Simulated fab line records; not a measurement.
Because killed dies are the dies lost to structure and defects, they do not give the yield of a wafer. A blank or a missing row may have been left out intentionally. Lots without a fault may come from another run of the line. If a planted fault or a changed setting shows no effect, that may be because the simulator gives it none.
Problem report in the 8D (eight disciplines) form, filled by code    flow sky130    the parts of the form that need people (team, actions taken, sign-off) are left out

== 1. PROBLEM STATEMENT ==
rfFwdPowerW at SKY_LOCAL_INTERCONNECT_METAL_ETCH_14 reads a mean of 1031 W on 4 wafers of 2 lots; wafers without a fault read 889 W with a standard deviation of 3.2. Measured from the usual mean, that is +44 standard deviations.
The step: etches TiN in Cl2/BCl3, stops on PSG, target depth 110 nm, time 31.4 s.
Seen first at day 34 01:21 on rieMetal-02, wafer L252.1. The record has a number at this step for 36 wafers belonging to 12 lots. By rule, "out" or "out of limits" means more than 4 standard deviations away from the usual mean. All remaining wafers that have a number are taken as sound.

== 2. WHAT THIS IS AND IS NOT ==
question                     is                              is not
which readings at this step  rfFwdPowerW                     drypumpMotorCurrentA, oesProductAu, throttleValvePct
which lots                   L252, L254                      L242, L243, L244, L245, L246, L256, L258, L260, L262, L264
which wafers of those lots   L252.1, L252.4, L254.1, L254.3  L252.5, L254.5
read on which tools          rieMetal-02                     rieMetal-01, rieMetal-04
when                         from day 34 01:21               up to then (16 sound wafers); but 16 sound wafers of L254, L256, L258, L260, L262, L264 came after

== 3. SUSPECTS, AND WHAT RULES EACH OUT ==
Counting: a tool at a process step up to the reading stays a suspect if it ran every lot that is out. Sound lots after the first of them don't rule it out here, since some wafers of a struck lot are sound.
- rieMetal-02 at SKY_LOCAL_INTERCONNECT_METAL_ETCH_14 (etches TiN in Cl2/BCl3, stops on PSG, target depth 110 nm, time 31.4 s): kept. Every lot that is out went through it, the first being L252 (day 34 01:21); the last sound lot it ran before that was L246 (day 31 14:01). Its own readings are out on those wafers: rfFwdPowerW.
- Within rieMetal-02 at SKY_LOCAL_INTERCONNECT_METAL_ETCH_14, the wafers that are out were processed in chamber 1 and their sound lot-mates in chamber 0.
After counting, what remains is rieMetal-02 at SKY_LOCAL_INTERCONNECT_METAL_ETCH_14.

== 4. THE CAUSE (what the simulator had put in) ==
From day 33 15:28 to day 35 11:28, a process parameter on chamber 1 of rieMetal-02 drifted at SKY_LOCAL_INTERCONNECT_METAL_ETCH_14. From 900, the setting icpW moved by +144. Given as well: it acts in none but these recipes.
Counting left only this tool.

== 5. THE CHAIN OF EFFECTS, in route order ==
Each row: a reading whose mean over the struck wafers that have a number lies more than 3 standard deviations from the usual. Only readings for which the record gives a usual standard deviation are gone through. hours: the time from each lot's start at the first step in this table that gives one to its start at this step, as a median over the lots. sigmas: the change in usual standard deviations.
hours  step                                  reading               usual    on struck wafers  change  sigmas
0      SKY_LOCAL_INTERCONNECT_METAL_ETCH_14  rfFwdPowerW           889 W    1031              +142    +44
0      SKY_LOCAL_INTERCONNECT_STRIP_15       stripTimeToEndpointS  4.728 s  4.671             -0.057  -3.2
It contains these process steps:
- SKY_LOCAL_INTERCONNECT_METAL_ETCH_14: etches TiN in Cl2/BCl3, stops on PSG, target depth 110 nm, time 31.4 s.
- SKY_LOCAL_INTERCONNECT_STRIP_15: strips in O2/N2.
Later steps that measure or inspect, where all struck wafers having a row at the step show a number for every such reading and not one has moved that far: SKY_CONTACT_THK_MEAS_03.

== 6. WHAT WOULD HAVE CAUGHT IT SOONER ==
First out-of-limits reading in this record: day 34 01:21, which is 10 hours after fault onset at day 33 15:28.
